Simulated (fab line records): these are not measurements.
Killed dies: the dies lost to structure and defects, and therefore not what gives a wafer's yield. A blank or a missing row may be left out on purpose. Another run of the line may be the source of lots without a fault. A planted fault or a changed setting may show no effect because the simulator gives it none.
Which of the tools did it? ; flow gf180mcu ; 24 lots, 72 wafers sampled, at 4 steps of a route of 602

== WHAT THE GAUGES READ, wafer by wafer ==
GF_V2_BOW_MEAS_05.
lot;measured;on;V2_BOW (um)
L074;day 19 03:01;film_metro-04;92 101 102
L075;day 19 11:17;film_metro-03;104 99 95
L076;day 19 18:20;film_metro-03;98 107 93
L077;day 20 07:05;film_metro-03;101 84 95
L078;day 20 16:11;film_metro-01;87 96 91
L079;day 21 04:39;film_metro-01;104 104 93
L080;day 21 13:44;film_metro-04;97 99 94
L081;day 22 01:22;film_metro-03;91 111 94
L083;day 22 11:38;film_metro-04;108 117 113
L082;day 22 16:53;film_metro-03;97 100 97
L084;day 23 11:07;film_metro-01;96 95 90
L085;day 23 20:47;film_metro-04;85 91 100
L086;day 24 00:32;film_metro-03;102 93 114
L087;day 24 08:04;film_metro-04;100 99 93
L088;day 24 16:03;film_metro-03;96 103 103
L089;day 25 02:45;film_metro-03;101 111 95
L090;day 25 07:57;film_metro-04;101 89 102
L091;day 25 08:46;film_metro-01;98 95 110
L092;day 25 18:23;film_metro-03;121 110 114
L093;day 25 20:55;film_metro-04;98 100 90
L094;day 26 11:56;film_metro-01;91 97 93
L095;day 26 13:02;film_metro-03;106 95 101
L096;day 26 18:48;film_metro-03;100 94 97
L097;day 27 03:30;film_metro-03;112 126 126

GF_V3_OVL_MEAS_15.
lot;measured;on;V3_OVL (nm)
L074;day 22 06:20;overlay-02;-7 -2 -12
L075;day 22 14:17;overlay-01;-5 -8 -12
L076;day 22 20:53;overlay-02;-4 -5 -3
L077;day 23 09:04;overlay-01;-2 -6 -4
L078;day 23 18:24;overlay-02;1 0 -2
L079;day 24 04:53;overlay-02;-1 2 1
L080;day 24 13:48;overlay-01;3 4 8
L081;day 25 00:42;overlay-02;-2 -2 5
L083;day 25 10:24;overlay-01;-5 -3 -7
L082;day 25 14:49;overlay-01;3 -3 -1
L084;day 26 07:26;overlay-01;-1 0 3
L085;day 26 17:27;overlay-01;-1 4 1
L086;day 26 19:13;overlay-02;-7 -4 -5
L087;day 27 03:42;overlay-01;-4 -7 -7
L088;day 27 10:55;overlay-02;-6 2 -8
L089;day 27 20:01;overlay-01;-1 5 0
L090;day 28 00:46;overlay-01;-6 -5 -6
L091;day 28 01:44;overlay-01;-11 -6 -7
L092;day 28 10:25;overlay-01;-6 -2 0
L093;day 28 12:59;overlay-02;-4 -6 -5
L094;day 29 02:54;overlay-01;9 5 9
L095;day 29 04:30;overlay-01;5 1 0
L096;day 29 09:04;overlay-01;-3 -5 -5
L097;day 29 15:46;overlay-01;-11 -2 -10

== WHAT TOOL EACH LOT RAN ON (gives the tool, then ch and the chambers of the sampled wafers, and finally the start) ==
lot;GF_M3_SPUTTER_03;GF_M3_METAL_ETCH_16
L074;pvd_sputter-02, day 20 04:54;rie_metal-04 ch 0,1, day 21 05:14
L075;pvd_sputter-02, day 20 13:38;rie_metal-02 ch 1, day 21 13:34
L076;pvd_sputter-02, day 20 20:27;rie_metal-04 ch 0,1, day 21 20:16
L077;pvd_sputter-03, day 21 08:39;rie_metal-03 ch 0,1, day 22 08:29
L078;pvd_sputter-04, day 21 18:03;rie_metal-03 ch 0,1, day 22 17:32
L079;pvd_sputter-02, day 22 05:39;rie_metal-04 ch 0, day 23 05:14
L080;pvd_sputter-03, day 22 15:42;rie_metal-02 ch 0,1, day 23 14:17
L081;pvd_sputter-04, day 23 02:59;rie_metal-04 ch 0,1, day 24 01:35
L083;pvd_sputter-04, day 23 12:36;rie_metal-02 ch 0,1, day 24 11:14
L082;pvd_sputter-03, day 23 17:30;rie_metal-02 ch 0, day 24 15:34
L084;pvd_sputter-02, day 24 11:58;rie_metal-04 ch 0,1, day 25 09:32
L085;pvd_sputter-04, day 24 21:15;rie_metal-03 ch 0,1, day 25 19:35
L086;pvd_sputter-03, day 24 23:29;rie_metal-03 ch 0,1, day 25 20:34
L087;pvd_sputter-04, day 25 07:53;rie_metal-02 ch 0,1, day 26 04:44
L088;pvd_sputter-04, day 25 15:27;rie_metal-03 ch 0,1, day 26 12:47
L089;pvd_sputter-02, day 26 02:01;rie_metal-03 ch 0,1, day 26 22:20
L090;pvd_sputter-02, day 26 06:36;rie_metal-03 ch 0,1, day 27 03:53
L091;pvd_sputter-03, day 26 07:44;rie_metal-04 ch 0,1, day 27 04:26
L092;pvd_sputter-02, day 26 16:33;rie_metal-04 ch 1, day 27 13:14
L093;pvd_sputter-03, day 26 19:21;rie_metal-03 ch 0,1, day 27 15:56
L094;pvd_sputter-04, day 27 09:53;rie_metal-03 ch 0,1, day 28 06:20
L095;pvd_sputter-03, day 27 11:37;rie_metal-02 ch 0,1, day 28 07:50
L096;pvd_sputter-03, day 27 16:49;rie_metal-03 ch 0,1, day 28 12:47
L097;pvd_sputter-02, day 28 01:05;rie_metal-03 ch 0,1, day 28 20:26
- GF_M3_SPUTTER_03: material Ti, target thk 10 nm, time 6.7 s.
- GF_M3_METAL_ETCH_16: etches the open film in Cl2/BCl3, stops on SiO2, target depth 627.5 nm, time 104.6 s.

== WHAT THE TOOLS THEMSELVES READ (means of the sampled wafers that have a number; where no wafer has one, the mark that the record gives instead) ==
GF_M3_SPUTTER_03.
lot;tool;substrate_temp_c (C);throttle_valve_pct (%)
L074;pvd_sputter-02;299.85;30.8
L075;pvd_sputter-02;300.11;30.0
L076;pvd_sputter-02;300.15;30.6
L077;pvd_sputter-03;299.90;29.7
L078;pvd_sputter-04;299.91;30.4
L079;pvd_sputter-02;299.74;30.7
L080;pvd_sputter-03;299.93;30.1
L081;pvd_sputter-04;299.91;29.7
L083;pvd_sputter-04;300.19;30.5
L082;pvd_sputter-03;299.89;29.8
L084;pvd_sputter-02;300.12;31.2
L085;pvd_sputter-04;299.97;29.9
L086;pvd_sputter-03;300.12;29.7
L087;pvd_sputter-04;300.19;29.8
L088;pvd_sputter-04;300.13;29.8
L089;pvd_sputter-02;299.95;30.8
L090;pvd_sputter-02;300.09;31.0
L091;pvd_sputter-03;300.12;29.3
L092;pvd_sputter-02;299.85;30.4
L093;pvd_sputter-03;300.15;30.2
L094;pvd_sputter-04;300.01;29.8
L095;pvd_sputter-03;299.82;29.9
L096;pvd_sputter-03;300.09;30.1
L097;pvd_sputter-02;300.11;30.7

GF_M3_METAL_ETCH_16.
lot;tool;drypump_motor_current_A (A);oes_product_au (a.u.);throttle_valve_pct (%)
L074;rie_metal-04;6.0;0.965;28.260
L075;rie_metal-02;5.7;0.976;28.239
L076;rie_metal-04;5.9;0.981;28.245
L077;rie_metal-03;5.5;0.981;28.254
L078;rie_metal-03;5.3;0.975;28.257
L079;rie_metal-04;5.4;0.969;28.250
L080;rie_metal-02;6.2;0.962;28.262
L081;rie_metal-04;5.9;0.969;28.253
L083;rie_metal-02;6.2;0.975;28.246
L082;rie_metal-02;6.5;0.965;28.256
L084;rie_metal-04;6.0;0.972;28.257
L085;rie_metal-03;5.3;0.971;28.251
L086;rie_metal-03;5.3;0.978;28.246
L087;rie_metal-02;5.9;0.972;28.249
L088;rie_metal-03;5.3;0.977;28.235
L089;rie_metal-03;5.5;0.981;28.237
L090;rie_metal-03;5.2;0.977;28.240
L091;rie_metal-04;5.7;0.973;28.254
L092;rie_metal-04;6.3;0.975;28.244
L093;rie_metal-03;5.3;0.971;28.251
L094;rie_metal-03;5.2;0.970;28.249
L095;rie_metal-02;6.2;0.977;28.238
L096;rie_metal-03;5.5;0.971;28.248
L097;rie_metal-03;5.3;0.970;28.245

== THE ANSWER, worked out from the rows above alone ==
Rule: the lots themselves supply what counts as usual. Put in order of their means at a reading, lots are off if they are a third of the lots or fewer, leave a main group of 4 or more, and stand apart from it by a gap of 3 or more times the standard deviation of the main group's means; of several such gaps the widest counts. The tables above print the reading to a certain number of digits; a main group whose means all agree to those digits is not used. A lot without any number at a reading at which 4 lots or more have one is off too. Any other lot the step has rows for is counted as sound. After the gauges, taken in route order, come the tools' own readings; for these a lot's mean is taken, as printed above. At the first step where some lot is off, the reading lying furthest off is the one used; lots without a number count as furthest.
Across all readings shown, no lot is off: no conclusion can be drawn from this.

== WHAT HAD BEEN PUT IN BY THE SIMULATOR ==
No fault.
